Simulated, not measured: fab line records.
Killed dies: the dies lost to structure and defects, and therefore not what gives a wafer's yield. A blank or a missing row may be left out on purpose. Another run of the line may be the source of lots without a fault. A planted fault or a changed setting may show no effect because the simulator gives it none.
Which tool did it? || flow sky130 || 33 wafers from 11 lots sampled at 3 of the route's 708 steps

## WHAT THE GAUGES SHOWED, per wafer
SKY_VIA3_THK_MEAS_01.
{"lot": "L791", "measured": "day 38 16:13", "on": "film-metro-01", "VIA3_HDPCVD_THK (nm)": "1635 1650 1641"}
{"lot": "L793", "measured": "day 39 09:22", "on": "film-metro-03", "VIA3_HDPCVD_THK (nm)": "1610 1642 1638"}
{"lot": "L795", "measured": "day 39 20:46", "on": "film-metro-01", "VIA3_HDPCVD_THK (nm)": "1616 1619 1634"}
{"lot": "L796", "measured": "day 40 09:38", "on": "film-metro-03", "VIA3_HDPCVD_THK (nm)": "1621 1626 1639"}
{"lot": "L797", "measured": "day 40 08:23", "on": "film-metro-03", "VIA3_HDPCVD_THK (nm)": "1629 1634 1658"}
{"lot": "L799", "measured": "day 41 05:19", "on": "film-metro-02", "VIA3_HDPCVD_THK (nm)": "1619 1630 1631"}
{"lot": "L800", "measured": "day 41 11:02", "on": "film-metro-01", "VIA3_HDPCVD_THK (nm)": "1632 1625 1630"}
{"lot": "L802", "measured": "day 41 23:52", "on": "film-metro-02", "VIA3_HDPCVD_THK (nm)": "1635 1627 1647"}
{"lot": "L804", "measured": "day 42 06:08", "on": "film-metro-01", "VIA3_HDPCVD_THK (nm)": "1618 1627 1603"}
{"lot": "L808", "measured": "day 43 20:39", "on": "film-metro-02", "VIA3_HDPCVD_THK (nm)": "1614 1620 1612"}
{"lot": "L812", "measured": "day 44 15:25", "on": "film-metro-01", "VIA3_HDPCVD_THK (nm)": "1633 1632 1417"}

## WHAT TOOL EACH LOT RAN ON (gives the tool, then ch and the chambers of the sampled wafers, and finally the start)
{"lot": "L791", "SKY_VT_ADJUST_LVTN_STRIP_20": "plasma-asher-01 ch 0,1, day 7 18:06", "SKY_VIA3_HDPCVD_00": "hdpcvd-02 ch 0,1, day 38 16:03"}
{"lot": "L793", "SKY_VT_ADJUST_LVTN_STRIP_20": "plasma-asher-01 ch 0,1, day 8 10:19", "SKY_VIA3_HDPCVD_00": "hdpcvd-01 ch 0,2, day 39 09:11"}
{"lot": "L795", "SKY_VT_ADJUST_LVTN_STRIP_20": "plasma-asher-04 ch 0,1, day 8 21:19", "SKY_VIA3_HDPCVD_00": "hdpcvd-02 ch 1,2, day 39 20:35"}
{"lot": "L796", "SKY_VT_ADJUST_LVTN_STRIP_20": "plasma-asher-04 ch 0,1, day 9 06:30", "SKY_VIA3_HDPCVD_00": "hdpcvd-02 ch 0,1,2, day 40 09:28"}
{"lot": "L797", "SKY_VT_ADJUST_LVTN_STRIP_20": "plasma-asher-01 ch 0,1, day 9 06:37", "SKY_VIA3_HDPCVD_00": "hdpcvd-02 ch 0,1, day 40 08:12"}
{"lot": "L799", "SKY_VT_ADJUST_LVTN_STRIP_20": "plasma-asher-02 ch 0,1, day 9 23:39", "SKY_VIA3_HDPCVD_00": "hdpcvd-01 ch 1,2, day 41 05:04"}
{"lot": "L800", "SKY_VT_ADJUST_LVTN_STRIP_20": "plasma-asher-04 ch 0,1, day 10 05:52", "SKY_VIA3_HDPCVD_00": "hdpcvd-01 ch 0,1, day 41 10:52"}
{"lot": "L802", "SKY_VT_ADJUST_LVTN_STRIP_20": "plasma-asher-04 ch 0,1, day 10 18:24", "SKY_VIA3_HDPCVD_00": "hdpcvd-02 ch 0,1,2, day 41 23:41"}
{"lot": "L804", "SKY_VT_ADJUST_LVTN_STRIP_20": "plasma-asher-04 ch 0,1, day 11 07:57", "SKY_VIA3_HDPCVD_00": "hdpcvd-02 ch 0,2, day 42 05:58"}
{"lot": "L808", "SKY_VT_ADJUST_LVTN_STRIP_20": "plasma-asher-01 ch 0,1, day 12 20:06", "SKY_VIA3_HDPCVD_00": "hdpcvd-02 ch 0,1,2, day 43 20:29"}
{"lot": "L812", "SKY_VT_ADJUST_LVTN_STRIP_20": "plasma-asher-01 ch 0,1, day 13 18:00", "SKY_VIA3_HDPCVD_00": "hdpcvd-01 ch 0,2, day 44 15:14"}
- SKY_VT_ADJUST_LVTN_STRIP_20: strips in O2/N2.
- SKY_VIA3_HDPCVD_00: deposits SiO2, target thk 1635 nm, time 272.5 s.

## THE ANSWER, worked out from the rows above alone
Rule: the lots themselves supply what counts as usual. Put in order of their means at a reading, lots are off if they are a third of the lots or fewer, leave a main group of 4 or more, and stand apart from it by a gap of 3 or more times the standard deviation of the main group's means; of several such gaps the widest counts. The tables above print the reading to a certain number of digits; a main group whose means all agree to those digits is not used. Also off: a lot with no number at a reading for which 4 or more lots have one. Where the step has rows for the other lots, those lots are counted as sound.
Off: at SKY_VIA3_THK_MEAS_01 (VIA3_HDPCVD_THK), L812. Mean 1629 nm and standard deviation 8.7 in the main group.
If a tool, at a process step before that reading, ran all the lots that are off and no sound lot after the first of them, it fits. Gauges at SKY_VIA3_THK_MEAS_01: tried the same way as those tools. Can't be told from this: 3 tools fit, plasma-asher-01 at SKY_VT_ADJUST_LVTN_STRIP_20, hdpcvd-01 at SKY_VIA3_HDPCVD_00, film-metro-01 at SKY_VIA3_THK_MEAS_01.

## WHAT THE SIMULATOR HAD INSERTED
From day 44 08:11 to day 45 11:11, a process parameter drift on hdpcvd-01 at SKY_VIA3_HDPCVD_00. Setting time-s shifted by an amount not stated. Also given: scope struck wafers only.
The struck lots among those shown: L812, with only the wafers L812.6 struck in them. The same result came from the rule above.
